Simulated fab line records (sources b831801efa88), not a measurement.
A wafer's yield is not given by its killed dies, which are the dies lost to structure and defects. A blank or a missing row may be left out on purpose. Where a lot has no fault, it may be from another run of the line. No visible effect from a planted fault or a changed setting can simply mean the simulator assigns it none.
Chamber matching + flow sky130 + 3 sister chambers for SKY_CONTACT_CVD_00 on pecvd-02
The step deposits Si3N4, target thk 75 nm. 3 wafers are shown with their chamber, then 12 later ones without.

== EACH WAFER AND ITS CHAMBER ==
| wafer  | chamber | heaterPowerW (W) |
|--------|---------|------------------|
| L092.1 | 1       | 724              |
| L092.2 | 2       | 681              |
| L092.3 | 0       | 558              |

== WAFERS WITHOUT THEIR CHAMBER ==
| wafer  | heaterPowerW (W) |
|--------|------------------|
| L092.4 | 730              |
| L092.5 | 675              |
| L092.6 | 586              |
| L094.1 | 596              |
| L094.2 | 574              |
| L094.3 | 678              |
| L094.4 | 606              |
| L094.5 | 669              |
| L094.6 | 581              |
| L096.3 | 587              |
| L096.5 | 590              |
| L096.6 | 708              |

== WHICH CHAMBER EACH WENT THROUGH ==
| wafer  | from the rows above     | in truth                   |
|--------|-------------------------|----------------------------|
| L092.4 | can't be placed: 1 or 2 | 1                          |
| L092.5 | can't be placed: 2 or 1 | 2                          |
| L092.6 | 0                       | 0                          |
| L094.1 | can't be placed: 0 or 2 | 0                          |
| L094.2 | 0                       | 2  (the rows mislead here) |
| L094.3 | can't be placed: 2 or 1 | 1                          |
| L094.4 | can't be placed: 0 or 2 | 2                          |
| L094.5 | can't be placed: 2 or 1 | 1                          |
| L094.6 | 0                       | 0                          |
| L096.3 | 0                       | 0                          |
| L096.5 | 0                       | 0                          |
| L096.6 | can't be placed: 1 or 2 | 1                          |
Correctly placed: 4 of 12. Not placeable from these rows: 7 (in 7, the candidates include the true chamber). 1 placed wrongly.
How it was worked out, from the rows above alone: a wafer's distance from a chamber is the root of the sum, over the readings, of the square of ((its reading less the chamber's mean) divided by the reading's scatter). If the next closest chamber is less than 2 further off than the closest, the wafer can't be placed; otherwise it belongs to the closest. The mean given for a chamber averages the wafers shown for that chamber. The scatter: root of mean squared gap, hidden wafer to nearest shown wafer, with one shown wafer a chamber.
